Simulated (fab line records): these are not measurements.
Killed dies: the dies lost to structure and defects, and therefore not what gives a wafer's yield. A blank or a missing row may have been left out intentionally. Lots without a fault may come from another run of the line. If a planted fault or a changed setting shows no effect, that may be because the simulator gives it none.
Problem report, 8D (eight disciplines) form, completed by code || flow sfq-line || the parts of the form that need people (team, actions taken, sign-off) are left out

## 1. WHAT IS WRONG
Wafers free of any fault read 0.889 ohm/sq (standard deviation 0.0094) for M0_NB_RS at SFQ_M0_RS_MEAS_904, against a mean of 0.960 ohm/sq on 3 wafers of 3 lots. Measured from the usual mean, that is +7.5 standard deviations.
The step: measures by four-point-probe.
First observed at day 10 06:01: wafer L178.6, on film-metro-02. The record holds 43 wafers of 15 lots with a number at this step. By rule, "out" or "out of limits" means more than 4 standard deviations away from the usual mean. The other wafers with a number count as sound.

## 2. WHAT IT IS; WHAT IT IS NOT
{"question": "which readings at this step", "is": "M0_NB_RS", "is not": "-"}
{"question": "which lots", "is": "L178, L179, L181", "is not": "L171, L172, L173, L176, L177, L182, L183, L187, L191, L192, L193, L194"}
{"question": "which wafers of those lots", "is": "L178.6, L179.5, L181.1", "is not": "L178.1, L178.5, L179.2, L179.3, L181.3, L181.4"}
{"question": "read on which gauges", "is": "film-metro-01, film-metro-02", "is not": "film-metro-03"}
{"question": "when", "is": "from day 10 06:01", "is not": "up to then (17 sound wafers); but 23 sound wafers of L179, L181, L182, L183, L187, L191, L192, L193, L194 came after"}

## 3. THE SUSPECTS, EACH WITH WHAT RULES IT OUT
Counting: if a tool at a process step up to the reading ran every lot that is out, it stays a suspect. Sound lots after the first of them don't rule it out here, since some wafers of a struck lot are sound.
- ruled out: the gauge at SFQ_M0_RS_MEAS_904. The wafers that are out were read on 2 gauges (film-metro-01, film-metro-02).
- pvd-sputter-04 at SFQ_TRILAYER_M0_DEP_SPUTTER_019 (material Nb, target thk 200 nm, time 133.3 s): kept. It processed each lot that is out (first: L178, day 10 05:55); up to then, its last sound lot is L177 (day 9 23:25).
The count leaves pvd-sputter-04 at SFQ_TRILAYER_M0_DEP_SPUTTER_019.

## 4. THE CAUSE (what the simulator had put in)
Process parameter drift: pvd-sputter-04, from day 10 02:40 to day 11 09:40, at SFQ_TRILAYER_M0_DEP_SPUTTER_019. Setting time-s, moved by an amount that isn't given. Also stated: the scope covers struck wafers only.
Counting left only this tool.

## 5. SEQUENCE OF EFFECTS, ordered by route
One row per reading whose mean, taken over the struck wafers that have a number, lies over 3 standard deviations from the usual. Only readings for which the record gives a usual standard deviation are gone through. hours: the time from each lot's start at the first step in this table that gives one to its start at this step, as a median over the lots. sigmas: the change in usual standard deviations.
{"hours": 0, "step": "SFQ_M0_RS_MEAS_904", "reading": "M0_NB_RS", "usual": "0.889 ohm/sq", "on struck wafers": 0.960, "change": "+0.071", "sigmas": "+7.5"}
{"hours": 110, "step": "SFQ_TRILAYER_M0_ETCH_METAL_ETCH_024", "reading": "oes-product-au", "usual": "0.895 a.u.", "on struck wafers": 0.855, "change": -0.040, "sigmas": -6.3}
It contains these process steps:
- SFQ_TRILAYER_M0_ETCH_METAL_ETCH_024: etches Nb in Cl2/Ar, stops on SiO2, target depth 240 nm, time 120 s.
Later steps that measure or inspect, where all struck wafers having a row at the step show a number for every such reading and not one has moved that far: SFQ_M4_OVL_MEAS_926.

## 6. WHAT WOULD HAVE CAUGHT IT SOONER
In this record the first reading out of limits at a measuring or inspecting step was taken at day 10 06:01, 3 hours after the fault began at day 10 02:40.
An alarm limit of 4 standard deviations would not have fired on the tool readings at SFQ_TRILAYER_M0_DEP_SPUTTER_019 for which the record gives a usual standard deviation, since none of them was out on any struck wafer.
L179, L181, from the lots that are out (3), started SFQ_TRILAYER_M0_DEP_SPUTTER_019 on pvd-sputter-04 later than day 10 06:01. A hold on the tool at that time would have spared those 2.
